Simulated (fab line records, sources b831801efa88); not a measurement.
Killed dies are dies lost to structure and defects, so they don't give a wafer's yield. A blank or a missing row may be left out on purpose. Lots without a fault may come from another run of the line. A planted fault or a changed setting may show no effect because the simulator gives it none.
Problem report in the 8D (eight disciplines) form, filled by code | flow sky130 | the parts of the form that need people (team, actions taken, sign-off) are left out

1. THE PROBLEM
time_to_endpoint_s at SKY_CONTACT_CMP_04 reads a mean of 113 s on 5 wafers of 3 lots; wafers without a fault read 81 s with a standard deviation of 4. That is +8.0 standard deviations from the usual mean.
The step: polishes SiO2.
First seen on wafer L438.4, day 36 23:23, on cmp-02. The record holds 33 wafers of 12 lots with a number at this step. Rule for "out", or "out of limits": more than 4 standard deviations from the usual mean. The other wafers with a number count as sound.

2. WHAT IT IS AND WHAT IT IS NOT
question                    | is                                     | is not
which readings at this step | time_to_endpoint_s                     | motor_current_A, retaining_ring_pressure_frac
which lots                  | L438, L439, L440                       | L417, L421, L423, L424, L425, L426, L427, L431, L434
which wafers of those lots  | L438.4, L439.1, L439.4, L440.1, L440.4 | L438.6
read on which tools         | cmp-02                                 | cmp-01
when                        | from day 36 23:23                      | up to then (28 sound wafers)

3. SUSPECTS, AND WHAT RULES EACH OUT
Counting: a tool at a process step up to the reading stays a suspect if it ran every lot that is out. Sound lots after the first of them don't rule it out here, since some wafers of a struck lot are sound.
- cmp-02 at SKY_CONTACT_CMP_04 (polishes SiO2): kept. It ran every lot that is out, first L438 (day 36 23:23); its last sound lot up to then is L431 (day 35 07:06). Its own readings are out on those wafers: time_to_endpoint_s.
Left after counting: cmp-02 at SKY_CONTACT_CMP_04.

4. THE CAUSE (what the simulator had put in)
Process parameter drift: cmp-02, from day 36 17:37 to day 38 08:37, at SKY_CONTACT_CMP_04. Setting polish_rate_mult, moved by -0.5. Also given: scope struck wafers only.
Counting left only this tool.

5. THE CHAIN OF EFFECTS, in route order
Each row: a reading whose mean over the struck wafers that have a number lies more than 3 standard deviations from the usual. Only readings for which the record gives a usual standard deviation are gone through. hours: the time from each lot's start at the first step in this table that gives one to its start at this step, as a median over the lots. sigmas: the change in usual standard deviations.
hours | step                  | reading            | usual      | on struck wafers | change | sigmas
0     | SKY_CONTACT_CMP_04    | time_to_endpoint_s | 81 s       | 113              | +32    | +8.0
26    | SKY_CONTACT_ETCH_17   | oes_product_au     | 0.892 a.u. | 0.994            | +0.102 | +22
318   | SKY_PAD_OPEN_PROBE_99 | killed_at_contacts | 24         | 279              | +255   | +51
318   | SKY_PAD_OPEN_PROBE_99 | killed_dies        | 86         | 337              | +251   | +26
318   | SKY_PAD_OPEN_PROBE_99 | killed_on_rim      | 17         | 71               | +54    | +14
The process steps in it:
- SKY_CONTACT_CMP_04: polishes SiO2.
- SKY_CONTACT_ETCH_17: etches SiO2 in C4F8/O2/Ar, stops on Si3N4, target depth 340 nm.
- SKY_PAD_OPEN_PROBE_99

6. WHAT WOULD HAVE CAUGHT IT SOONER
In this record the first reading out of limits was taken at day 36 23:23, 6 hours after the fault began at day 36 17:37.
